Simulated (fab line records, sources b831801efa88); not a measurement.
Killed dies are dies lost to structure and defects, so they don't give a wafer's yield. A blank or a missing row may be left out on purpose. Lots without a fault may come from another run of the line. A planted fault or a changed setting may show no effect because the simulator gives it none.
A sampling plan put to the test | flow sky130 | one fab line, 44 faults that these records tell of, each judged on the records of the lots that it struck
The plan is the line's own looks: the steps of the route at which a gauge or an inspection reads the wafer and doesn't change it. A look can be judged if struck wafers have a number there and the file gives its usual mean and standard deviation on fault-free wafers. Caught: at a look after the fault's first step, the mean of the struck wafers lies 4 or more of those standard deviations (sigma) from the usual mean. On the tool: the same test on the tool's own readings at the fault's steps. Another recipe on the struck wafers, or a record that is blank for them alone, also counts as caught.

THE FAULTS, as the simulator had put them in
1. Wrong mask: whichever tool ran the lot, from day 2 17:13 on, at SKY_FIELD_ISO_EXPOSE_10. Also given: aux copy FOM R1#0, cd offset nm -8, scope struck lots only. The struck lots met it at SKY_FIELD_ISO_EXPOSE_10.
2. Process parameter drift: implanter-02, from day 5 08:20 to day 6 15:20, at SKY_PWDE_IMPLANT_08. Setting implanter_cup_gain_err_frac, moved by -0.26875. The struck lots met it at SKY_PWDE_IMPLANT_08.
3. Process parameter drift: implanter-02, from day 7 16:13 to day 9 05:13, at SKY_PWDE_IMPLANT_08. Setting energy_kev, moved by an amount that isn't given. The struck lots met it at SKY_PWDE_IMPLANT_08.
4. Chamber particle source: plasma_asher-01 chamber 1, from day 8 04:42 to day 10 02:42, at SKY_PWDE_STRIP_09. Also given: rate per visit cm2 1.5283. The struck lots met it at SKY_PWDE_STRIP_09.
5. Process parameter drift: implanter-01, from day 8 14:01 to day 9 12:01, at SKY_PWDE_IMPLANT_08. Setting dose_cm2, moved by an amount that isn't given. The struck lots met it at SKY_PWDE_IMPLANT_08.
6. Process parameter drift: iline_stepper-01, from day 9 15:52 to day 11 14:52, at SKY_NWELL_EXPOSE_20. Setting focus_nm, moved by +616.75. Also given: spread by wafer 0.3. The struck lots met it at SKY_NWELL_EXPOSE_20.
7. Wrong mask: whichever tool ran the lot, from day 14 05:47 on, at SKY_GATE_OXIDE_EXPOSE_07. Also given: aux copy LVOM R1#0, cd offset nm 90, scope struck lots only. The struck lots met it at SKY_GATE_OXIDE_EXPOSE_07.
8. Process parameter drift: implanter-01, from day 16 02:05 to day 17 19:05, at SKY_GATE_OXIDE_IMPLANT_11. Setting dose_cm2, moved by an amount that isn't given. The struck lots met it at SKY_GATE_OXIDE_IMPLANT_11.
9. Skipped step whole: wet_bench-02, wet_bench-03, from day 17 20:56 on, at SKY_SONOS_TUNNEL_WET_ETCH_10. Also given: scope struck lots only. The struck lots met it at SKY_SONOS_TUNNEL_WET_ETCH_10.
10. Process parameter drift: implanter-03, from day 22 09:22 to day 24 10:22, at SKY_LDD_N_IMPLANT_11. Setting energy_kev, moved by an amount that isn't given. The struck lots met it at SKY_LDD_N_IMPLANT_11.
11. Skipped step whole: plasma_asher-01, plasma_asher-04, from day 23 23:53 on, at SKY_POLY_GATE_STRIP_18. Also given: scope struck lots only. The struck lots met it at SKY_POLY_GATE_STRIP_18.
12. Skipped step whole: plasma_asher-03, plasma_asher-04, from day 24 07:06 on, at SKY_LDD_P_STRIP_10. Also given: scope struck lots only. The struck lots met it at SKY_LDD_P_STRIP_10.
13. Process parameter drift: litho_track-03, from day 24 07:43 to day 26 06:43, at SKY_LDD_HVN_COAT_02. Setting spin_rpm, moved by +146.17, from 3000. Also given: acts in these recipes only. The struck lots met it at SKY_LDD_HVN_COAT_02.
14. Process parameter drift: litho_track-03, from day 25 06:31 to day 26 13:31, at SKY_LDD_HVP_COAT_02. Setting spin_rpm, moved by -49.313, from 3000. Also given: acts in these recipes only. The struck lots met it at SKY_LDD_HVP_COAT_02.
15. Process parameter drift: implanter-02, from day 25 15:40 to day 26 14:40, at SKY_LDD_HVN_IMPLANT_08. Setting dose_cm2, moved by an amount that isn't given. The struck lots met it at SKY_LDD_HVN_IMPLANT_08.
16. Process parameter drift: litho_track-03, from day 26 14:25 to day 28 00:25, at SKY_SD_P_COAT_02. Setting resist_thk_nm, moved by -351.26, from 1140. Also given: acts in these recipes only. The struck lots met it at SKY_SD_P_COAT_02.
17. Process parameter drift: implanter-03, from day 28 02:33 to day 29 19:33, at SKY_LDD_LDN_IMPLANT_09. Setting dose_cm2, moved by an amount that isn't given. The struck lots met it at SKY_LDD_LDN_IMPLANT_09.
18. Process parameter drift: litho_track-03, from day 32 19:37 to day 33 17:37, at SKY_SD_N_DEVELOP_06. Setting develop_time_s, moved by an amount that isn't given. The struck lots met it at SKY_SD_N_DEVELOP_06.
19. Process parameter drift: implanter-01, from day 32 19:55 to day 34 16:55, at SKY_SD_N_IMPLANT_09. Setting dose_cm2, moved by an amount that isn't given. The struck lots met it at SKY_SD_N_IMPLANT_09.
20. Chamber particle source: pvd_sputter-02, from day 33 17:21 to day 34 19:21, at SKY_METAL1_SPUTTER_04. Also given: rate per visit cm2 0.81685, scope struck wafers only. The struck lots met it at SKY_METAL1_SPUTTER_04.
21. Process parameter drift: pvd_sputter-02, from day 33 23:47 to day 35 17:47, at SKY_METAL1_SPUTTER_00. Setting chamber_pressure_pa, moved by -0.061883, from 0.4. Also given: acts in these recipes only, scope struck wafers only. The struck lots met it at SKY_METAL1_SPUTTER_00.
22. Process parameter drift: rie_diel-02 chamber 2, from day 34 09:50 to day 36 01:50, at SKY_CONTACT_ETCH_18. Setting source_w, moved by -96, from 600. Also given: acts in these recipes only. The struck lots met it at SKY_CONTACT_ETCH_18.
23. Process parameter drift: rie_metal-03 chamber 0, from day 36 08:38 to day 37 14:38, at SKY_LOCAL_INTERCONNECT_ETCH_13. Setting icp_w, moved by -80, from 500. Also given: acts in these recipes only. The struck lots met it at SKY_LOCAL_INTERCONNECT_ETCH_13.
24. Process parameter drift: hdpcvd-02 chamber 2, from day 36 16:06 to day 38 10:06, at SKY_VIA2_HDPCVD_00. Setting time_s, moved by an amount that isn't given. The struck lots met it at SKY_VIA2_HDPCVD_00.
25. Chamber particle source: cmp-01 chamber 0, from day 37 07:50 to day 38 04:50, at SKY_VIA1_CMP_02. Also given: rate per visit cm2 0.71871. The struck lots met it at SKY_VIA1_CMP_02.
26. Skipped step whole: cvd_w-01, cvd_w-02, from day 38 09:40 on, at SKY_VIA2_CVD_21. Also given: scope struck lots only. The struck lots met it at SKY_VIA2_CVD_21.
27. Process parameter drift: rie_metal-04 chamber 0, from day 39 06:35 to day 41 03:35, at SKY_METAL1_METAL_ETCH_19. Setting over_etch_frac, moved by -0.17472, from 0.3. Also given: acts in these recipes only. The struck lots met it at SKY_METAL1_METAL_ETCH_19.
28. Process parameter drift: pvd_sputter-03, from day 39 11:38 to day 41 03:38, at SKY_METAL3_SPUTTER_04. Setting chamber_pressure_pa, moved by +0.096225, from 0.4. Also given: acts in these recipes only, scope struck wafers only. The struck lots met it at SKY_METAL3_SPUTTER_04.
29. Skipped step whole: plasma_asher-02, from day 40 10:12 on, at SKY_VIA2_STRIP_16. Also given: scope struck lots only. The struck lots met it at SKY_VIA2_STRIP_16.
30. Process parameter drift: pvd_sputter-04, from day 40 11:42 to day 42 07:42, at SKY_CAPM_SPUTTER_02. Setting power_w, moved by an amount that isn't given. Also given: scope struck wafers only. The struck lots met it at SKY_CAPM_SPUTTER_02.
31. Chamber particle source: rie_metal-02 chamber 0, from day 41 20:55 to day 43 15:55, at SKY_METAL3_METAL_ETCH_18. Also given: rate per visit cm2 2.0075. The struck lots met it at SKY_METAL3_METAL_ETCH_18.
32. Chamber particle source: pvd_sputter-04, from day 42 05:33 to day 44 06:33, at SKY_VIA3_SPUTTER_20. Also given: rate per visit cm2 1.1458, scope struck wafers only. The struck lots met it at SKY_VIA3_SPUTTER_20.
33. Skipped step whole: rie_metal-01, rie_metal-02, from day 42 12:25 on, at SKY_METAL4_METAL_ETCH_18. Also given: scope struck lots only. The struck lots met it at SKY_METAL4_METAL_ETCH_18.
34. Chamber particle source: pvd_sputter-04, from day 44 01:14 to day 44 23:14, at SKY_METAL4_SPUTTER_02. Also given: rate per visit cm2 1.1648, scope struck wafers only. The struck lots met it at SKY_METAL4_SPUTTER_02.
35. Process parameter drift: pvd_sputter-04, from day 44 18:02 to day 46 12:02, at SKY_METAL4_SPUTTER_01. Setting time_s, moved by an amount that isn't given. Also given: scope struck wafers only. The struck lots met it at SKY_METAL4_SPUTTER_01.
36. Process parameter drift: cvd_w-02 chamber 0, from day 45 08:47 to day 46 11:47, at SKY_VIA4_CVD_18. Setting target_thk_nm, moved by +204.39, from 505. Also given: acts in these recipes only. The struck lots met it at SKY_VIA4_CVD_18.
37. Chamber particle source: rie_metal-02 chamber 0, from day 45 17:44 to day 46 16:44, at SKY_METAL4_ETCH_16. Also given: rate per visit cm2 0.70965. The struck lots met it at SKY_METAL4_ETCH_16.
38. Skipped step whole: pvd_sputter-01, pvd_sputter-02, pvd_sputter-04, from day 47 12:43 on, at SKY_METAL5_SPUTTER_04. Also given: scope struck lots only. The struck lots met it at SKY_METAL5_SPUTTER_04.
39. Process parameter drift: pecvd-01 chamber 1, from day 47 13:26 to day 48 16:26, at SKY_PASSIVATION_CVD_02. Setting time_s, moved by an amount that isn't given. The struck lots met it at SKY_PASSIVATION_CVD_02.
40. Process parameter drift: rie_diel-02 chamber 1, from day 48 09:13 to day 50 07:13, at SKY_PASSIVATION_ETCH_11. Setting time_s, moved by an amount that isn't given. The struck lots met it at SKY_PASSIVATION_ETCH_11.
41. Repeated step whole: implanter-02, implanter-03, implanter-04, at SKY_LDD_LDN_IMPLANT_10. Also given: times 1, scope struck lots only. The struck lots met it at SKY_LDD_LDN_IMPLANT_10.
42. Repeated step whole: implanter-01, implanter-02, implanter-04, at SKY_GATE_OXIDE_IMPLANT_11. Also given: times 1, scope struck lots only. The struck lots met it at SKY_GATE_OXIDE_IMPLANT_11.
43. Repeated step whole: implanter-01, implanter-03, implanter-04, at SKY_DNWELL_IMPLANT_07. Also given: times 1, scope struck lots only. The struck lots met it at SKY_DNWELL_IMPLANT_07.
44. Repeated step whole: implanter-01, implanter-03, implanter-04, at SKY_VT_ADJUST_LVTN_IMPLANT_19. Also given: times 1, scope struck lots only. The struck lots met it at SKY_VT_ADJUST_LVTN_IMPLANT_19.

WHAT THE PLAN SAW
fault | on the tool itself                               | first look that catches it                      | reading, sigma                                           | median hours from its first step to that look | hours from the fault's start to the first struck lot there | judged looks passed uncaught
1     | no reading that can be judged                    | SKY_FIELD_ISO_CD_MEAS_13                        | cd_nm -5.4                                               | 7.7                                           | 10                                                         | 0
2     | beam_on_s +19 sigma                              | SKY_PWDE_TW_MEAS_10                             | PWDE_TW +11                                              | 0.2                                           | 2                                                          | 0
3     | beam_energy_keV +53 sigma                        | no look after it can be judged                  | -                                                        | -                                             | -                                                          | 0
4     | under 2 sigma                                    | not the one look that can be judged after it    | strongest: VIA3_OVL at SKY_VIA3_OVL_MEAS_13, -2.1        | -                                             | -                                                          | 1
5     | dose_ions_cm2 -32 sigma                          | SKY_NWELL_RS_MEAS_31                            | PWDE_RS +8.7                                             | 45.5                                          | 53                                                         | 0
6     | no reading that can be judged                    | none of the 7 looks that can be judged after it | -                                                        | -                                             | -                                                          | 7
7     | no reading that can be judged                    | no look after it can be judged                  | -                                                        | -                                             | -                                                          | 0
8     | dose_ions_cm2 +99 or beyond sigma                | SKY_GATE_OXIDE_TW_MEAS_14                       | GATE_OXIDE_TW +11                                        | 0.3                                           | 3                                                          | 0
9     | the tool's record is blank for the struck wafers | no look after it can be judged                  | -                                                        | -                                             | -                                                          | 0
10    | beam_energy_keV +99 or beyond sigma              | no look after it can be judged                  | -                                                        | -                                             | -                                                          | 0
11    | the tool's record is blank for the struck wafers | no look after it can be judged                  | -                                                        | -                                             | -                                                          | 0
12    | the tool's record is blank for the struck wafers | SKY_LDD_HVN_TW_MEAS_10                          | LDD_HVN_TW -99 or beyond                                 | 29.7                                          | 31                                                         | 1
13    | spin_speed_rpm +66 sigma                         | no look after it can be judged                  | -                                                        | -                                             | -                                                          | 0
14    | spin_speed_rpm -21 sigma                         | no look after it can be judged                  | -                                                        | -                                             | -                                                          | 0
15    | dose_ions_cm2 -99 or beyond sigma                | SKY_LDD_HVN_TW_MEAS_10                          | LDD_HVN_TW -27                                           | 0.3                                           | 4                                                          | 0
16    | no reading that can be judged                    | SKY_SD_P_CD_MEAS_07                             | cd_nm +14                                                | 14.1                                          | 27                                                         | 0
17    | dose_ions_cm2 -99 or beyond sigma                | SKY_LDD_LDN_TW_MEAS_13                          | LDD_LDN_TW -6.2                                          | 0.5                                           | 3                                                          | 0
18    | no reading that can be judged                    | SKY_SD_N_CD_MEAS_07                             | cd_nm +7.7                                               | 0.1                                           | 3                                                          | 0
19    | dose_ions_cm2 +99 or beyond sigma                | SKY_SD_N_RS_MEAS_16                             | SD_N_RS -22                                              | 0.7                                           | 3                                                          | 0
20    | under 2 sigma                                    | not the one look that can be judged after it    | -                                                        | -                                             | -                                                          | 1
21    | chamber_pressure_pa -78 sigma                    | no look after it can be judged                  | -                                                        | -                                             | -                                                          | 0
22    | rf_fwd_power_W -40 sigma                         | no look after it can be judged                  | -                                                        | -                                             | -                                                          | 0
23    | rf_fwd_power_W -35 sigma                         | no look after it can be judged                  | -                                                        | -                                             | -                                                          | 0
24    | run_length_s -72 sigma                           | SKY_VIA2_THK_MEAS_01                            | VIA2_HDPCVD_THK -19                                      | 0.1                                           | 12                                                         | 0
25    | under 2 sigma                                    | none of the 3 looks that can be judged after it | strongest: METAL5_ALCU_RS at SKY_METAL5_RS_MEAS_05, -2.9 | -                                             | -                                                          | 3
26    | the tool's record is blank for the struck wafers | SKY_VIA2_RS_MEAS_22                             | VIA2_W_RS +99 or beyond                                  | 0.1                                           | 2                                                          | 0
27    | oes_product_au +10 sigma                         | no look after it can be judged                  | -                                                        | -                                             | -                                                          | 0
28    | chamber_pressure_pa +99 or beyond sigma          | no look after it can be judged                  | -                                                        | -                                             | -                                                          | 0
29    | no reading that can be judged                    | no look after it can be judged                  | -                                                        | -                                             | -                                                          | 0
30    | cathode_dc_power_W +99 or beyond sigma           | SKY_CAPM_RS_MEAS_03                             | CAPM_TIN_RS -26                                          | 0.1                                           | 3                                                          | 0
31    | under 2 sigma                                    | not the one look that can be judged after it    | -                                                        | -                                             | -                                                          | 1
32    | under 2 sigma                                    | not the one look that can be judged after it    | -                                                        | -                                             | -                                                          | 1
33    | the tool's record is blank for the struck wafers | no look after it can be judged                  | -                                                        | -                                             | -                                                          | 0
34    | under 2 sigma                                    | none of the 5 looks that can be judged after it | -                                                        | -                                             | -                                                          | 5
35    | under 2 sigma                                    | no look after it can be judged                  | -                                                        | -                                             | -                                                          | 0
36    | under 2 sigma                                    | SKY_VIA4_RS_MEAS_19                             | VIA4_W_RS -24                                            | 0.2                                           | 9                                                          | 0
37    | under 2 sigma                                    | no look after it can be judged                  | -                                                        | -                                             | -                                                          | 0
38    | the tool's record is blank for the struck wafers | SKY_METAL5_THK_MEAS_06                          | METAL5_ALCU_THK +12                                      | 0.2                                           | 5                                                          | 0
39    | under 2 sigma                                    | SKY_PASSIVATION_THK_MEAS_03                     | PASSIVATION_CVD_02_THK +16                               | 0.2                                           | 11                                                         | 0
40    | run_length_s -12 sigma                           | no look after it can be judged                  | -                                                        | -                                             | -                                                          | 0
41    | no reading that can be judged                    | SKY_LDD_LDN_TW_MEAS_13                          | LDD_LDN_TW +5.6                                          | 0.7                                           | -                                                          | 0
42    | under 2 sigma                                    | SKY_GATE_OXIDE_TW_MEAS_14                       | GATE_OXIDE_TW +21                                        | 0.8                                           | -                                                          | 0
43    | no reading that can be judged                    | SKY_DNWELL_TW_MEAS_09                           | DNWELL_TW +28                                            | 0.6                                           | -                                                          | 0
44    | no reading that can be judged                    | SKY_VT_ADJUST_LVTN_TW_MEAS_21                   | VT_ADJUST_LVTN_2_TW +17                                  | 0.6                                           | -                                                          | 0
A dash: the fault isn't caught, or these records don't give the number.

Caught at a look: 20 of 44. Caught on the tool: 24 of 44. By one or the other: 33 of 44.
Caught on the tool alone: faults 3, 9, 10, 11, 13, 14, 21, 22, 23, 27, 28, 33, 40.
Caught at a look alone: faults 1, 16, 18, 36, 39, 41, 42, 43, 44.
Caught by neither: faults 4, 6, 7, 20, 25, 29, 31, 32, 34, 35, 37.

THINNER SAMPLING
If the look that catches a fault measured only every second or every third lot, by lot number, the first struck lot would be measured this late in the worst case:
fault | struck lots at that look, in order of time | every lot | every second lot | every third lot
1     | L407                                       | 10 h      | may miss it      | may miss it
2     | L276, L277                                 | 2 h       | 9 h              | may miss all 2
5     | L329, L330                                 | 53 h      | 63 h             | may miss all 2
8     | L130, L133                                 | 3 h       | 35 h             | may miss all 2
12    | L620, L621                                 | 31 h      | 37 h             | may miss all 2
15    | L296, L298                                 | 4 h       | may miss all 2   | may miss all 2
16    | L135, L138                                 | 27 h      | 40 h             | may miss all 2
17    | L133, L134                                 | 3 h       | 12 h             | may miss all 2
18    | L958, L959, L960                           | 3 h       | 13 h             | 16 h
19    | L603, L604, L606                           | 3 h       | 13 h             | may miss all 3
24    | L562, L566                                 | 12 h      | may miss all 2   | may miss all 2
26    | L506, L507, L508                           | 2 h       | 9 h              | 20 h
30    | L387, L388                                 | 3 h       | 6 h              | may miss all 2
36    | L386, L387                                 | 9 h       | 19 h             | may miss all 2
38    | L489, L490, L491                           | 5 h       | 12 h             | 14 h
39    | L594, L596                                 | 11 h      | may miss all 2   | may miss all 2
Hours are from the fault's start to the first struck lot that is measured. The limit of 4 sigma was tested on all struck wafers together, so one lot alone may lie under it. Other struck lots may not be in these records.

THE LONGEST TIMED WAY FROM STEP TO LOOK
Fault 5: a median of 45.5 hours passes between SKY_PWDE_IMPLANT_08 and SKY_NWELL_RS_MEAS_31. No look between them can be judged.
